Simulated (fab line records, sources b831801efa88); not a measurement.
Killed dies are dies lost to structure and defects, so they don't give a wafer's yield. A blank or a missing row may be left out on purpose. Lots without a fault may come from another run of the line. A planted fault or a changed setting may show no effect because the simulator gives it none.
Split-lot experiment | flow sfq_line | 5 lots, 23 wafers read, on a route of 325 steps

THE SPLIT
At SFQ_TRILAYER_M3_LITHO_PEB_078 (peb time 60 s), the setting peb_temp_c was moved away from the recipe's 115 C on 8 of the 23 wafers read, by -2.7% to +3.0%. The other wafers ran this setting at the recipe's value.

The file shows no step between the split and the reading.

THE READING
M3.cd_nm (the simulator's own value, which no gauge read), in nm, at SFQ_TRILAYER_M3_BARC_OPEN_METAL_ETCH_100 (etches BARC in O2, target depth 125 nm, time 41.7 s). The file gives no usual value for it. The 15 wafers here that ran the recipe average 498.9 nm, standard deviation 1.3 nm.

wafer  | tool, chamber at the split | peb_temp_c as run, C | against the recipe | M3.cd_nm, nm | against lot-mates on the recipe
L074.1 | litho_track-04, 0          | 111.9                | -2.7%              | 561.6        | +63.0
L074.2 | litho_track-04, 0          | 115                  | recipe             | 498.6        | -
L074.4 | litho_track-04, 0          | 111.9                | -2.7%              | 561.1        | +62.5
L074.5 | litho_track-04, 0          | 111.9                | -2.7%              | 560.6        | +62.0
L074.6 | litho_track-04, 0          | 115                  | recipe             | 498.6        | -
L075.1 | litho_track-01, 0          | 115                  | recipe             | 500.4        | -
L075.2 | litho_track-01, 0          | 115                  | recipe             | 499.6        | -
L075.3 | litho_track-01, 0          | 115                  | recipe             | 499.3        | -
L075.4 | litho_track-01, 0          | 115                  | recipe             | 500.9        | -
L075.5 | litho_track-01, 0          | 115                  | recipe             | 500.5        | -
L076.2 | litho_track-02, 0          | 115                  | recipe             | 499          | -
L076.3 | litho_track-02, 0          | 115.9                | +0.8%              | 483.8        | -15.3
L076.4 | litho_track-02, 0          | 115.9                | +0.8%              | 483.5        | -15.6
L076.5 | litho_track-02, 0          | 115.9                | +0.8%              | 485.5        | -13.6
L076.6 | litho_track-02, 0          | 115                  | recipe             | 499.2        | -
L078.1 | litho_track-01, 0          | 115                  | recipe             | 498.3        | -
L078.4 | litho_track-01, 0          | 115                  | recipe             | 497.2        | -
L078.5 | litho_track-01, 0          | 115                  | recipe             | 499.1        | -
L083.1 | litho_track-02, 0          | 115                  | recipe             | 496.6        | -
L083.2 | litho_track-02, 0          | 118.5                | +3.0%              | 442.1        | -55.3
L083.3 | litho_track-02, 0          | 115                  | recipe             | 499          | -
L083.4 | litho_track-02, 0          | 115                  | recipe             | 496.6        | -
L083.5 | litho_track-02, 0          | 118.5                | +3.0%              | 440.9        | -56.5

THE FIT
A straight line over all 23 wafers: M3.cd_nm changes by -21 nm for each +1% of peb_temp_c; r = -1.00; the points scatter about the line by 2.8 nm.
The same after taking each lot's own level away (the mean of its wafers on the recipe; 23 wafers): -20.9 nm for each +1%; r = -0.99; scatter 3 nm.
On that fit, the largest move of peb_temp_c shifts the reading by 64 nm.
The lots' own levels span 497.40 to 500.14 nm, that is 2.2 times the standard deviation above.
So the lot-to-lot level changes the slope little: the two slopes agree.
Check: with one of the wafers moved furthest among these (+3.0%) left out of the fit, the line predicts -64.3 nm for it against its lot-mates. It came out at -55.3 nm against them.

OTHER SPLITS ON THESE WAFERS
These wafers also went through other splits before the reading. Each is held against what the fit with the lots' levels taken away leaves over:
other split on the same wafers                    | wafers away from the commonest value | r with M3.cd_nm (lot level and that fit taken away)
SFQ_TRILAYER_I2_VIA_BARC_OPEN_VIA_ETCH_096 time_s | 5                                    | -0.36

THE FILE'S OWN FIT
M3.cd_nm changes by -20.4 nm for each +1% of peb_temp_c, r = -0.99.
